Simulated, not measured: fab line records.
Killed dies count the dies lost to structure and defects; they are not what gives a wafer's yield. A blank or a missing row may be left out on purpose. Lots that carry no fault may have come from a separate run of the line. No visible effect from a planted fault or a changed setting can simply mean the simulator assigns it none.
One fault through the eyes of 2 desks    flow gf180mcu    what lay behind the numbers comes last; until then each desk has only its own

## AT THE TOOL OWNER'S DESK: implanter-04
GF_HV_LDD_IMPLANT_33, tool's own readings: per-lot mean of the sampled wafers with a number, covering each lot this tool ran. If a lot's mean is further than 4 standard deviations from the usual mean, the lot is out of limits and carries the mark OUT (the distance appears in the brackets).
Columns: A = rotation deg at GF_HV_LDD_IMPLANT_33, usual -0.002 degrees
lot   first seen here  A
L698  day 11 16:28     -0.019
L699  day 12 01:15     0.007
L709  day 16 00:30     -94.761 (-99 or more) OUT
L711  day 16 05:01     -94.796 (-99 or more) OUT
L719  day 18 16:19     0.018
This desk finds L709, L711 out of limits, L709 being first, at day 16 00:30 (rotation deg at GF_HV_LDD_IMPLANT_33). L698, L699, L719 stayed within limits.

## METROLOGY DESK
What the gauges read for every lot (on any tool): the sampled wafers with a number, averaged. If a lot's mean is further than 4 standard deviations from the usual mean, the lot is out of limits and carries the mark OUT (the distance appears in the brackets).
Columns: A = HV_LDD_02_OVL at GF_HV_LDD_OVL_MEAS_32, usual 0.6 nm; B = HV_LDD_CVD_54_THK at GF_HV_LDD_THK_MEAS_55, usual 9.96 nm
lot   first seen here  A     B
L697  day 11 13:47     -1.1  9.98
L698  day 11 16:25     0.9   9.80
L699  day 12 01:13     0.3   9.86
L700  day 12 10:25     -0.6  10.10
L701  day 12 10:43     0.8   10.07
L704  day 13 15:57     0.5   10.09
L705  day 14 04:34     0.7   9.80
L707  day 14 17:01     1.1   9.97
L709  day 16 00:28     -0.2  10.10
L710  day 16 04:37     -0.6  9.89
L711  day 16 04:59     -0.4  9.98
L718  day 18 10:37     1.3   9.81
L719  day 18 16:15     2.4   9.98
L720  day 18 22:56     3.3   9.98
Result from this desk: across the 14 lots, nothing is out of limits.

## BROUGHT TOGETHER
On L709, L711, at day 16 00:30, an alarm was possible from the tool owner's desk.
At the metrology desk, nothing out of limits was observed.
The metrology desk has L709, L711 on record, within its limits.
GF_HV_LDD_IMPLANT_33 was run on implanter-04 by each of the lots named.

## WHAT HAD BEEN PUT IN BY THE SIMULATOR
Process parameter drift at GF_HV_LDD_IMPLANT_33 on implanter-04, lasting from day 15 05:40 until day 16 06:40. The setting rotation deg was moved by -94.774, starting from 0. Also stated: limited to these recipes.
Shown lots that were struck: L709, L711.
Each desk's first reading out of limits, in hours after the fault started: the tool owner's desk, 19.
